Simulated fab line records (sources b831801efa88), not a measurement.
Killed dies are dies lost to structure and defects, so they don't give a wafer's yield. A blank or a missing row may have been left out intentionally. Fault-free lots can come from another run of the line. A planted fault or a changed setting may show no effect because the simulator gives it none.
fab line records :: flow sky130
record:
  lots: 6
  wafers: 18
  last_day: 50
route steps=708 shown SONOS_ONO@184 GATE_OXIDE@187 PAD_OPEN@708
lots that met no fault: taken from a fault-free run of the same line
start_h: the number of hours between the record's first day and the start of the first shown wafer of the lot :: wait_h: hours elapsed since this lot's preceding step :: " same as the row above :: L1.1+2: a single row standing in for several wafers :: - no value present, or no start provided :: * or withheld: withheld :: < > ~ a bound
route shown NAME@n: a module of which the file shows steps, and the number in the route of the first :: usual: mean/standard deviation taken from wafers without a fault :: same: alike in all rows :: chamber/n: place in a boat :: sites: readings site by site :: _std_site: their standard deviation :: _edge_site: the outer-site mean with the inner-site mean subtracted :: radius_mm: how far each site lies from the wafer's centre :: mask NAME#n: copy n :: behind: the most recent tool/chamber to have shaped the wafer :: hold: why the lot went on hold/how many hours it stayed there/how the hold came to an end :: device: the transistor (n, p or np) that didn't switch :: end of line: the same wafers' tests at the end of the route :: a step without rows: its recipe alone :: killed: the dies lost at the first sort to structure and to defects; this is not the yield of the wafer :: map: a wafer's dies, x killed, . not, _ none there
set.NAME: the setting that was run; set.NAME@STEP: the one run at that earlier step :: model.NAME: the simulator's own value behind a step, which no gauge read
certain route steps with their lots: each step a table, each wafer a row
services: from which hour (start_h, from the record's first day; less than 0 if before it) a tool's chamber was out of use, for how many hours, and why
== steps ==
step: SKY_SONOS_ONO_WET_ETCH_16
recipe:
  chemistry: dHF
  target_depth_nm: 14
  dry: n2_spin
  target: SiO2
  dilution: 100:1
  temp_c: 25
  time_s: 280
step: SKY_SONOS_ONO_STRIP_17
recipe:
  chemistry: O2/N2
  power_w: 1400
  pressure_mtorr: 1500
  platen_temp_c: withheld
  o2_flow_sccm: 3000
  n2_flow_sccm: 300
  overash_fraction: 0.5
usual:
  drypump_motor_current_A: 6.02/0.23
  oes_product_au: 0.710/0.0045
  strip_time_to_endpoint_s: 14.09/0.037
lot.wafer: L139.4
tool: plasma_asher-03
chamber: 1
start_h: 301.51
wait_h: 0.0
drypump_motor_current_A: 5.98
oes_product_au: 0.706
rf_hours_counter_h: -
strip_time_to_endpoint_s: 14.07

lot.wafer: L139.5
tool: plasma_asher-03
chamber: 1
start_h: 301.51
wait_h: 0.0
drypump_motor_current_A: 5.98
oes_product_au: 0.709
rf_hours_counter_h: -
strip_time_to_endpoint_s: 14.10

lot.wafer: L139.6
tool: plasma_asher-03
chamber: 0
start_h: 301.51
wait_h: 0.0
drypump_motor_current_A: 6.15
oes_product_au: 0.711
rf_hours_counter_h: -
strip_time_to_endpoint_s: 14.07

lot.wafer: L141.1
tool: plasma_asher-04
chamber: 1
start_h: 329.43
wait_h: 0.0
drypump_motor_current_A: 6.00
oes_product_au: 0.705
rf_hours_counter_h: 51
strip_time_to_endpoint_s: 14.11

lot.wafer: L141.4
tool: plasma_asher-04
chamber: 0
start_h: 329.43
wait_h: 0.0
drypump_motor_current_A: 6.03
oes_product_au: 0.703
rf_hours_counter_h: -
strip_time_to_endpoint_s: 14.07

lot.wafer: L141.6
tool: plasma_asher-04
chamber: 1
start_h: 329.43
wait_h: 0.0
drypump_motor_current_A: 6.00
oes_product_au: 0.707
rf_hours_counter_h: -
strip_time_to_endpoint_s: 14.07

lot.wafer: L151.2
tool: plasma_asher-02
chamber: 1
start_h: 406.77
wait_h: 0.0
drypump_motor_current_A: 5.52
oes_product_au: 0.715
rf_hours_counter_h: 71
strip_time_to_endpoint_s: 14.12

lot.wafer: L151.3
tool: plasma_asher-02
chamber: 1
start_h: 406.77
wait_h: 0.0
drypump_motor_current_A: 5.53
oes_product_au: 0.711
rf_hours_counter_h: -
strip_time_to_endpoint_s: 14.11

lot.wafer: L151.5
tool: plasma_asher-02
chamber: 0
start_h: 406.77
wait_h: 0.0
drypump_motor_current_A: 6.38
oes_product_au: 0.715
rf_hours_counter_h: -
strip_time_to_endpoint_s: 14.09

lot.wafer: L153.1
tool: plasma_asher-04
chamber: 0
start_h: 414.13
wait_h: 0.0
drypump_motor_current_A: 6.05
oes_product_au: 0.706
rf_hours_counter_h: 59
strip_time_to_endpoint_s: 14.14

lot.wafer: L153.2
tool: plasma_asher-04
chamber: 1
start_h: 414.13
wait_h: 0.0
drypump_motor_current_A: 6.03
oes_product_au: 0.713
rf_hours_counter_h: 59
strip_time_to_endpoint_s: 14.18

lot.wafer: L153.3
tool: plasma_asher-04
chamber: 1
start_h: 414.13
wait_h: 0.0
drypump_motor_current_A: 6.01
oes_product_au: 0.711
rf_hours_counter_h: -
strip_time_to_endpoint_s: 14.13

lot.wafer: L155.2
tool: plasma_asher-04
chamber: 0
start_h: 431.42
wait_h: 0.0
drypump_motor_current_A: 6.05
oes_product_au: 0.703
rf_hours_counter_h: 61
strip_time_to_endpoint_s: 14.10

lot.wafer: L155.3
tool: plasma_asher-04
chamber: 0
start_h: 431.42
wait_h: 0.0
drypump_motor_current_A: 6.05
oes_product_au: 0.716
rf_hours_counter_h: -
strip_time_to_endpoint_s: 14.14

lot.wafer: L155.6
tool: plasma_asher-04
chamber: 0
start_h: 431.42
wait_h: 0.0
drypump_motor_current_A: 6.04
oes_product_au: 0.712
rf_hours_counter_h: -
strip_time_to_endpoint_s: 14.14

lot.wafer: L158.2
tool: plasma_asher-04
chamber: 1
start_h: 453.72
wait_h: 0.0
drypump_motor_current_A: 6.00
oes_product_au: 0.710
rf_hours_counter_h: 64
strip_time_to_endpoint_s: 14.09

lot.wafer: L158.5
tool: plasma_asher-04
chamber: 0
start_h: 453.72
wait_h: 0.0
drypump_motor_current_A: 6.07
oes_product_au: 0.711
rf_hours_counter_h: -
strip_time_to_endpoint_s: 14.07

lot.wafer: L158.6
tool: plasma_asher-04
chamber: 1
start_h: 453.72
wait_h: 0.0
drypump_motor_current_A: 5.97
oes_product_au: 0.706
rf_hours_counter_h: -
strip_time_to_endpoint_s: 14.07
step: SKY_SONOS_ONO_WET_ETCH_18
recipe:
  chemistry: H3PO4
  target_depth_nm: 15
  target: Si3N4
  temp_c: 160
  time_s: 172
step: SKY_GATE_OXIDE_CLEAN_00
recipe:
  chemistry: SC1/SC2
  mix: 1:4:20
  temp_c: 70
  time_s: 150
  dry: n2_spin
step: SKY_GATE_OXIDE_OXIDATION_01
recipe:
  temp_c: 905.5
  ambient: O2
  stabilise_s: 600
  purge_s: 300
  target_thk_a: 102.68
  ox_time_s: 1473
step: SKY_GATE_OXIDE_THK_MEAS_02
recipe:
  reads: SiO2_of_GATE_OXIDE_OXIDATION_01
usual:
  GATE_OXIDE_OXIDATION_00_THK: 10.93/0.15
lot.wafer: L139.4
tool: film_metro-03
chamber: -
start_h: 307.29
wait_h: 0.0
GATE_OXIDE_OXIDATION_00_THK[nm]: 10.93

lot.wafer: L139.5
tool: film_metro-03
chamber: -
start_h: 307.29
wait_h: 0.0
GATE_OXIDE_OXIDATION_00_THK[nm]: 10.93

lot.wafer: L139.6
tool: film_metro-03
chamber: -
start_h: 307.29
wait_h: 0.0
GATE_OXIDE_OXIDATION_00_THK[nm]: 11.07

lot.wafer: L141.1
tool: film_metro-01
chamber: -
start_h: 335.31
wait_h: 0.0
GATE_OXIDE_OXIDATION_00_THK[nm]: 11.02

lot.wafer: L141.4
tool: film_metro-01
chamber: -
start_h: 335.31
wait_h: 0.0
GATE_OXIDE_OXIDATION_00_THK[nm]: 10.90

lot.wafer: L141.6
tool: film_metro-01
chamber: -
start_h: 335.31
wait_h: 0.0
GATE_OXIDE_OXIDATION_00_THK[nm]: 11.05

lot.wafer: L151.2
tool: film_metro-03
chamber: -
start_h: 409.33
wait_h: 0.0
GATE_OXIDE_OXIDATION_00_THK[nm]: 10.70

lot.wafer: L151.3
tool: film_metro-03
chamber: -
start_h: 409.33
wait_h: 0.0
GATE_OXIDE_OXIDATION_00_THK[nm]: 10.82

lot.wafer: L151.5
tool: film_metro-03
chamber: -
start_h: 409.33
wait_h: 0.0
GATE_OXIDE_OXIDATION_00_THK[nm]: 10.61

lot.wafer: L153.1
tool: film_metro-02
chamber: -
start_h: 416.30
wait_h: 0.0
GATE_OXIDE_OXIDATION_00_THK[nm]: 10.71

lot.wafer: L153.2
tool: film_metro-02
chamber: -
start_h: 416.30
wait_h: 0.0
GATE_OXIDE_OXIDATION_00_THK[nm]: 10.81

lot.wafer: L153.3
tool: film_metro-02
chamber: -
start_h: 416.30
wait_h: 0.0
GATE_OXIDE_OXIDATION_00_THK[nm]: 10.63

lot.wafer: L155.2
tool: film_metro-01
chamber: -
start_h: 433.05
wait_h: 0.0
GATE_OXIDE_OXIDATION_00_THK[nm]: 11.11

lot.wafer: L155.3
tool: film_metro-01
chamber: -
start_h: 433.05
wait_h: 0.0
GATE_OXIDE_OXIDATION_00_THK[nm]: 11.11

lot.wafer: L155.6
tool: film_metro-01
chamber: -
start_h: 433.05
wait_h: 0.0
GATE_OXIDE_OXIDATION_00_THK[nm]: 11.08

lot.wafer: L158.2
tool: film_metro-02
chamber: -
start_h: 455.36
wait_h: 0.0
GATE_OXIDE_OXIDATION_00_THK[nm]: 10.92

lot.wafer: L158.5
tool: film_metro-02
chamber: -
start_h: 455.36
wait_h: 0.0
GATE_OXIDE_OXIDATION_00_THK[nm]: 11.06

lot.wafer: L158.6
tool: film_metro-02
chamber: -
start_h: 455.36
wait_h: 0.0
GATE_OXIDE_OXIDATION_00_THK[nm]: 11.04
step: SKY_GATE_OXIDE_DEHYDRATE_03
recipe:
  temp_c: 200
  time_s: 60
step: SKY_GATE_OXIDE_HMDS_04
recipe:
  prime_time_s: 60
  prime_temp_c: 120
step: SKY_GATE_OXIDE_COAT_05
recipe:
  resist: NOVOLAK
  spin_rpm: 3000
  resist_thk_nm: 1140
step: SKY_GATE_OXIDE_SOFTBAKE_06
recipe:
  temp_c: 90
  time_s: 60
  resist: NOVOLAK
step: SKY_GATE_OXIDE_EXPOSE_07
recipe:
  mask_id: LVOM
  na: 0.6
  source_shape: conventional
  sigma_outer: 0.6
  polarization: unpolarized
  target_cd_nm: 600
  dose_mj: 170
step: SKY_GATE_OXIDE_PEB_08
recipe:
  temp_c: withheld
  time_s: *
  resist: NOVOLAK
step: SKY_GATE_OXIDE_DEVELOP_09
recipe:
  resist: NOVOLAK
  developer: TMAH
  develop_time_s: 60
  dev_temp_c: 23
usual:
  developer_temp_C: 23.01/0.096
lot.wafer: L139.4
tool: litho_track-01
chamber: 0
start_h: 331.31
wait_h: 0.1
developer_temp_C: 22.90

lot.wafer: L139.5
tool: litho_track-01
chamber: 0
start_h: 331.31
wait_h: 0.1
developer_temp_C: 23.04

lot.wafer: L139.6
tool: litho_track-01
chamber: 0
start_h: 331.31
wait_h: 0.1
developer_temp_C: 22.93

lot.wafer: L141.1
tool: litho_track-03
chamber: 0
start_h: 362.12
wait_h: 0.1
developer_temp_C: 23.14

lot.wafer: L141.4
tool: litho_track-03
chamber: 0
start_h: 362.12
wait_h: 0.1
developer_temp_C: 23.08

lot.wafer: L141.6
tool: litho_track-03
chamber: 0
start_h: 362.12
wait_h: 0.1
developer_temp_C: 23.19

lot.wafer: L151.2
tool: litho_track-03
chamber: 0
start_h: 439.49
wait_h: 0.1
developer_temp_C: 22.14

lot.wafer: L151.3
tool: litho_track-03
chamber: 0
start_h: 439.49
wait_h: 0.1
developer_temp_C: 22.18

lot.wafer: L151.5
tool: litho_track-03
chamber: 0
start_h: 439.49
wait_h: 0.1
developer_temp_C: 22.24

lot.wafer: L153.1
tool: litho_track-03
chamber: 0
start_h: 446.97
wait_h: 0.1
developer_temp_C: 22.21

lot.wafer: L153.2
tool: litho_track-03
chamber: 0
start_h: 446.97
wait_h: 0.1
developer_temp_C: 22.19

lot.wafer: L153.3
tool: litho_track-03
chamber: 0
start_h: 446.97
wait_h: 0.1
developer_temp_C: 22.11

lot.wafer: L155.2
tool: litho_track-04
chamber: 0
start_h: 463.28
wait_h: 0.1
developer_temp_C: 22.94

lot.wafer: L155.3
tool: litho_track-04
chamber: 0
start_h: 463.28
wait_h: 0.1
developer_temp_C: 23.07

lot.wafer: L155.6
tool: litho_track-04
chamber: 0
start_h: 463.28
wait_h: 0.1
developer_temp_C: 23.06

lot.wafer: L158.2
tool: litho_track-01
chamber: 0
start_h: 484.86
wait_h: 0.1
developer_temp_C: 22.97

lot.wafer: L158.5
tool: litho_track-01
chamber: 0
start_h: 484.86
wait_h: 0.1
developer_temp_C: 23.18

lot.wafer: L158.6
tool: litho_track-01
chamber: 0
start_h: 484.86
wait_h: 0.1
developer_temp_C: 23.03
step: SKY_GATE_OXIDE_OVL_MEAS_10
usual:
  GATE_OXIDE_OVL: -0.9/1.4
lot.wafer: L139.4
tool: overlay-01
chamber: -
start_h: 331.41
wait_h: 0.1
GATE_OXIDE_OVL[nm]: 0.3

lot.wafer: L139.5
tool: overlay-01
chamber: -
start_h: 331.41
wait_h: 0.1
GATE_OXIDE_OVL[nm]: 1.4

lot.wafer: L139.6
tool: overlay-01
chamber: -
start_h: 331.41
wait_h: 0.1
GATE_OXIDE_OVL[nm]: -1.1

lot.wafer: L141.1
tool: overlay-02
chamber: -
start_h: 362.27
wait_h: 0.1
GATE_OXIDE_OVL[nm]: -0.9

lot.wafer: L141.4
tool: overlay-02
chamber: -
start_h: 362.27
wait_h: 0.1
GATE_OXIDE_OVL[nm]: -3.3

lot.wafer: L141.6
tool: overlay-02
chamber: -
start_h: 362.27
wait_h: 0.1
GATE_OXIDE_OVL[nm]: -2.8

lot.wafer: L151.2
tool: overlay-01
chamber: -
start_h: 439.62
wait_h: 0.1
GATE_OXIDE_OVL[nm]: 0.8

lot.wafer: L151.3
tool: overlay-01
chamber: -
start_h: 439.62
wait_h: 0.1
GATE_OXIDE_OVL[nm]: 0.6

lot.wafer: L151.5
tool: overlay-01
chamber: -
start_h: 439.62
wait_h: 0.1
GATE_OXIDE_OVL[nm]: 1.6

lot.wafer: L153.1
tool: overlay-01
chamber: -
start_h: 447.12
wait_h: 0.1
GATE_OXIDE_OVL[nm]: -0.3

lot.wafer: L153.2
tool: overlay-01
chamber: -
start_h: 447.12
wait_h: 0.1
GATE_OXIDE_OVL[nm]: 0.5

lot.wafer: L153.3
tool: overlay-01
chamber: -
start_h: 447.12
wait_h: 0.1
GATE_OXIDE_OVL[nm]: -0.8

lot.wafer: L155.2
tool: overlay-01
chamber: -
start_h: 463.42
wait_h: 0.1
GATE_OXIDE_OVL[nm]: -1.0

lot.wafer: L155.3
tool: overlay-01
chamber: -
start_h: 463.42
wait_h: 0.1
GATE_OXIDE_OVL[nm]: 0.3

lot.wafer: L155.6
tool: overlay-01
chamber: -
start_h: 463.42
wait_h: 0.1
GATE_OXIDE_OVL[nm]: -1.5

lot.wafer: L158.2
tool: overlay-02
chamber: -
start_h: 484.99
wait_h: 0.1
GATE_OXIDE_OVL[nm]: -1.8

lot.wafer: L158.5
tool: overlay-02
chamber: -
start_h: 484.99
wait_h: 0.1
GATE_OXIDE_OVL[nm]: -2.8

lot.wafer: L158.6
tool: overlay-02
chamber: -
start_h: 484.99
wait_h: 0.1
GATE_OXIDE_OVL[nm]: -2.1
step: SKY_PAD_OPEN_PROBE_99
usual:
  killed_at_M0_to_M3: 43/7.6
  killed_at_M4_up: 2.8/1.9
  killed_at_contacts: 24/4.7
  killed_at_front_end: 16/4.4
  killed_at_other: 0.2/0.4
  killed_dies: 86/9.9
  killed_open: 47/8.2
  killed_short: 39/6.3
same:
  gross_dies: 492
  killed_at_back_side: 0
lot.wafer: L139.4
tool: prober-01
chamber: -
start_h: 1095.28
wait_h: 0.2
killed_at_M0_to_M3: 44
killed_at_M4_up: 2
killed_at_contacts: 22
killed_at_front_end: 12
killed_at_other: 1
killed_dies: 81
killed_open: 45
killed_short: 36

lot.wafer: L139.5
tool: prober-01
chamber: -
start_h: 1095.33
wait_h: 0.2
killed_at_M0_to_M3: 69
killed_at_M4_up: 1
killed_at_contacts: 25
killed_at_front_end: 10
killed_at_other: 0
killed_dies: 105
killed_open: 62
killed_short: 43

lot.wafer: L139.6
tool: prober-01
chamber: -
start_h: 1095.38
wait_h: 0.2
killed_at_M0_to_M3: 38
killed_at_M4_up: 1
killed_at_contacts: 27
killed_at_front_end: 12
killed_at_other: 0
killed_dies: 78
killed_open: 42
killed_short: 36

lot.wafer: L141.1
tool: prober-02
chamber: -
start_h: 1116.21
wait_h: 0.1
killed_at_M0_to_M3: 41
killed_at_M4_up: 1
killed_at_contacts: 29
killed_at_front_end: 23
killed_at_other: 0
killed_dies: 94
killed_open: 58
killed_short: 36

lot.wafer: L141.4
tool: prober-02
chamber: -
start_h: 1116.36
wait_h: 0.2
killed_at_M0_to_M3: 54
killed_at_M4_up: 0
killed_at_contacts: 26
killed_at_front_end: 17
killed_at_other: 0
killed_dies: 97
killed_open: 52
killed_short: 45

lot.wafer: L141.6
tool: prober-02
chamber: -
start_h: 1116.46
wait_h: 0.2
killed_at_M0_to_M3: 53
killed_at_M4_up: 3
killed_at_contacts: 23
killed_at_front_end: 9
killed_at_other: 0
killed_dies: 88
killed_open: 39
killed_short: 49

lot.wafer: L151.2
tool: prober-02
chamber: -
start_h: 1164.21
wait_h: 0.1
killed_at_M0_to_M3: 50
killed_at_M4_up: 6
killed_at_contacts: 33
killed_at_front_end: 14
killed_at_other: 1
killed_dies: 104
killed_open: 67
killed_short: 37

lot.wafer: L151.3
tool: prober-02
chamber: -
start_h: 1164.26
wait_h: 0.2
killed_at_M0_to_M3: 33
killed_at_M4_up: 3
killed_at_contacts: 25
killed_at_front_end: 27
killed_at_other: 0
killed_dies: 88
killed_open: 43
killed_short: 45

lot.wafer: L151.5
tool: prober-02
chamber: -
start_h: 1164.36
wait_h: 0.2
killed_at_M0_to_M3: 50
killed_at_M4_up: 7
killed_at_contacts: 26
killed_at_front_end: 17
killed_at_other: 0
killed_dies: 100
killed_open: 64
killed_short: 36

lot.wafer: L153.1
tool: prober-02
chamber: -
start_h: 1174.19
wait_h: 0.1
killed_at_M0_to_M3: 40
killed_at_M4_up: 1
killed_at_contacts: 26
killed_at_front_end: 14
killed_at_other: 1
killed_dies: 82
killed_open: 48
killed_short: 34

lot.wafer: L153.2
tool: prober-02
chamber: -
start_h: 1174.24
wait_h: 0.1
killed_at_M0_to_M3: 51
killed_at_M4_up: 1
killed_at_contacts: 19
killed_at_front_end: 16
killed_at_other: 0
killed_dies: 87
killed_open: 51
killed_short: 36

lot.wafer: L153.3
tool: prober-02
chamber: -
start_h: 1174.29
wait_h: 0.2
killed_at_M0_to_M3: 39
killed_at_M4_up: 1
killed_at_contacts: 20
killed_at_front_end: 17
killed_at_other: 0
killed_dies: 77
killed_open: 45
killed_short: 32

lot.wafer: L155.2
tool: prober-02
chamber: -
start_h: 1179.35
wait_h: 0.1
killed_at_M0_to_M3: 52
killed_at_M4_up: 2
killed_at_contacts: 24
killed_at_front_end: 11
killed_at_other: 0
killed_dies: 89
killed_open: 60
killed_short: 29

lot.wafer: L155.3
tool: prober-02
chamber: -
start_h: 1179.40
wait_h: 0.2
killed_at_M0_to_M3: 41
killed_at_M4_up: 3
killed_at_contacts: 23
killed_at_front_end: 18
killed_at_other: 1
killed_dies: 86
killed_open: 41
killed_short: 45

lot.wafer: L155.6
tool: prober-02
chamber: -
start_h: 1179.55
wait_h: 0.2
killed_at_M0_to_M3: 44
killed_at_M4_up: 1
killed_at_contacts: 20
killed_at_front_end: 17
killed_at_other: 0
killed_dies: 82
killed_open: 49
killed_short: 33

lot.wafer: L158.2
tool: prober-01
chamber: -
start_h: 1189.39
wait_h: 0.1
killed_at_M0_to_M3: 44
killed_at_M4_up: 1
killed_at_contacts: 29
killed_at_front_end: 8
killed_at_other: 0
killed_dies: 82
killed_open: 45
killed_short: 37

lot.wafer: L158.5
tool: prober-01
chamber: -
start_h: 1189.54
wait_h: 0.2
killed_at_M0_to_M3: 34
killed_at_M4_up: 2
killed_at_contacts: 34
killed_at_front_end: 15
killed_at_other: 0
killed_dies: 85
killed_open: 54
killed_short: 31

lot.wafer: L158.6
tool: prober-01
chamber: -
start_h: 1189.59
wait_h: 0.2
killed_at_M0_to_M3: 62
killed_at_M4_up: 4
killed_at_contacts: 24
killed_at_front_end: 14
killed_at_other: 0
killed_dies: 104
killed_open: 49
killed_short: 55
killed by level:class
L139.4 VIA1:geometric_particle:open=11 METAL2:geometric_particle:short=8 LI_CONTACT:geometric_particle:open=7 CONTACT:geometric_particle:open=6 VIA2:geometric_particle:open=6 VIA3:geometric_particle:open=5 CONTACT:geometric_particle:short=5 VIA1:geometric_particle:short=5
L139.5 VIA1:geometric_particle:open=17 VIA3:geometric_particle:open=13 METAL2:geometric_particle:short=11 VIA1:geometric_particle:short=8 CONTACT:geometric_particle:open=7 VIA2:geometric_particle:open=7 LI_CONTACT:geometric_particle:open=6 LOCAL_INTERCONNECT:geometric_particle:short=5
L139.6 VIA1:geometric_particle:open=11 VIA2:geometric_particle:open=8 LI_CONTACT:geometric_particle:open=7 CONTACT:geometric_particle:open=7 LI_CONTACT:geometric_particle:short=5 FIELD_ISO:geometric_particle:short=4 POLY_GATE:geometric_particle:open=4 LOCAL_INTERCONNECT:geometric_particle:short=4
L141.1 LI_CONTACT:geometric_particle:open=11 VIA1:geometric_particle:open=11 FIELD_ISO:geometric_particle:open=8 CONTACT:geometric_particle:open=8 VIA2:geometric_particle:open=7 METAL2:geometric_particle:short=5 VIA3:geometric_particle:open=5 FIELD_ISO:geometric_particle:short=4
L141.4 VIA1:geometric_particle:open=13 CONTACT:geometric_particle:open=13 VIA3:geometric_particle:open=10 METAL1:geometric_particle:short=9 VIA1:geometric_particle:short=7 LI_CONTACT:geometric_particle:open=6 FIELD_ISO:geometric_particle:short=5 METAL2:geometric_particle:short=5
L141.6 VIA1:geometric_particle:open=17 METAL2:geometric_particle:short=9 LI_CONTACT:geometric_particle:short=7 METAL1:geometric_particle:short=7 VIA1:geometric_particle:short=6 CONTACT:geometric_particle:open=5 VIA3:geometric_particle:short=5 LI_CONTACT:geometric_particle:open=5
L151.2 VIA1:geometric_particle:open=16 CONTACT:geometric_particle:open=14 LI_CONTACT:geometric_particle:open=11 VIA3:geometric_particle:open=7 METAL1:geometric_particle:short=6 VIA2:geometric_particle:open=5 POLY_GATE:geometric_particle:open=4 METAL4:geometric_particle:short=4
L151.3 CONTACT:geometric_particle:open=13 FIELD_ISO:geometric_particle:short=10 METAL1:geometric_particle:short=8 LI_CONTACT:geometric_particle:open=6 METAL2:geometric_particle:short=6 VIA1:geometric_particle:open=6 FIELD_ISO:geometric_particle:open=5 POLY_GATE:geometric_particle:short=5
L151.5 VIA1:geometric_particle:open=20 CONTACT:geometric_particle:open=13 VIA2:geometric_particle:open=9 METAL4:geometric_particle:short=6 FIELD_ISO:geometric_particle:open=5 METAL1:geometric_particle:short=4 SPACER:geometric_particle:short=4 VIA3:geometric_particle:open=4
L153.1 METAL2:geometric_particle:short=9 CONTACT:geometric_particle:open=8 VIA2:geometric_particle:open=8 VIA1:geometric_particle:open=7 LI_CONTACT:geometric_particle:open=7 POLY_GATE:geometric_particle:open=5 LOCAL_INTERCONNECT:geometric_particle:short=5 FIELD_ISO:geometric_particle:open=4
L153.2 VIA1:geometric_particle:open=9 VIA2:geometric_particle:open=8 VIA1:geometric_particle:short=7 VIA3:geometric_particle:open=7 METAL1:geometric_particle:short=6 LOCAL_INTERCONNECT:geometric_particle:short=6 CONTACT:geometric_particle:open=6 FIELD_ISO:geometric_particle:open=5
L153.3 VIA1:geometric_particle:open=8 CONTACT:geometric_particle:open=7 LI_CONTACT:geometric_particle:open=6 VIA3:geometric_particle:open=6 VIA1:geometric_particle:short=6 METAL2:geometric_particle:short=6 POLY_GATE:geometric_particle:open=5 FIELD_ISO:geometric_particle:short=4
L155.2 CONTACT:geometric_particle:open=12 VIA1:geometric_particle:open=12 VIA2:geometric_particle:open=9 VIA3:geometric_particle:open=8 POLY_GATE:geometric_particle:open=5 METAL2:geometric_particle:short=5 LI_CONTACT:geometric_particle:open=4 VIA1:geometric_particle:short=4
L155.3 VIA1:geometric_particle:open=9 CONTACT:geometric_particle:open=7 CONTACT:geometric_particle:short=7 METAL1:geometric_particle:short=6 VIA2:geometric_particle:open=6 VIA3:geometric_particle:open=6 FIELD_ISO:geometric_particle:short=5 POLY_GATE:geometric_particle:short=5
L155.6 VIA1:geometric_particle:open=11 VIA3:geometric_particle:open=9 VIA2:geometric_particle:open=8 CONTACT:geometric_particle:open=7 FIELD_ISO:geometric_particle:open=6 VIA1:geometric_particle:short=6 FIELD_ISO:geometric_particle:short=5 LOCAL_INTERCONNECT:geometric_particle:short=5
L158.2 CONTACT:geometric_particle:open=14 VIA1:geometric_particle:open=11 METAL2:geometric_particle:short=11 CONTACT:geometric_particle:short=5 VIA3:geometric_particle:open=5 LI_CONTACT:geometric_particle:open=4 LOCAL_INTERCONNECT:geometric_particle:short=4 METAL1:geometric_particle:short=4
L158.5 CONTACT:geometric_particle:open=11 VIA1:geometric_particle:open=11 LI_CONTACT:geometric_particle:open=8 FIELD_ISO:geometric_particle:open=7 CONTACT:geometric_particle:short=7 VIA3:geometric_particle:open=6 LOCAL_INTERCONNECT:geometric_particle:short=5 VIA2:geometric_particle:open=4
L158.6 VIA3:geometric_particle:open=11 METAL2:geometric_particle:short=11 VIA1:geometric_particle:open=10 CONTACT:geometric_particle:open=8 CONTACT:geometric_particle:short=6 METAL1:geometric_particle:short=6 VIA3:geometric_particle:short=5 VIA1:geometric_particle:short=5
== services ==
tool: plasma_asher-03
chamber: -
start_h: 310.88
hours: 2.8
kind: pm

tool: plasma_asher-04
chamber: -
start_h: 314.19
hours: 2.8
kind: pm

tool: plasma_asher-03
chamber: -
start_h: 315.51
hours: 2.1
kind: repair

tool: plasma_asher-04
chamber: -
start_h: 363.16
hours: 14.6
kind: pm

tool: plasma_asher-02
chamber: -
start_h: 370.50
hours: 2.0
kind: repair

tool: plasma_asher-02
chamber: -
start_h: 406.87
hours: 28.1
kind: pm

tool: plasma_asher-02
chamber: -
start_h: 440.36
hours: 0.7
kind: repair
== key ==
first_sign:
  step: SKY_GATE_OXIDE_DEVELOP_09
  reading: developer_temp_C
  direction: down
  sigmas: 8.7
  usual: *
  struck: *
effect none on later readings
met_at SKY_GATE_OXIDE_DEVELOP_09
struck_wafers L151.2,L151.3,L151.5,L153.1,L153.2,L153.3
tester_left_out L151,L153
onset_between 362.12 439.49
fault:
  kind: process_parameter_drift
  tool: litho_track-03
  chamber: -
  onset_h: 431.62
  steps: SKY_GATE_OXIDE_DEVELOP_09
  channel: dev_temp_c
  offset: *
  shape: step
  end_h: 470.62
  acts_in: *
  stated: *
tester_left_out: of these lots the tester's yield and bins aren't shown, on N5 and GAA mostly nor the transistor test; their killed dies are dies lost to structure and defects alone, not to doping, threshold or leakage, so they don't give the yield
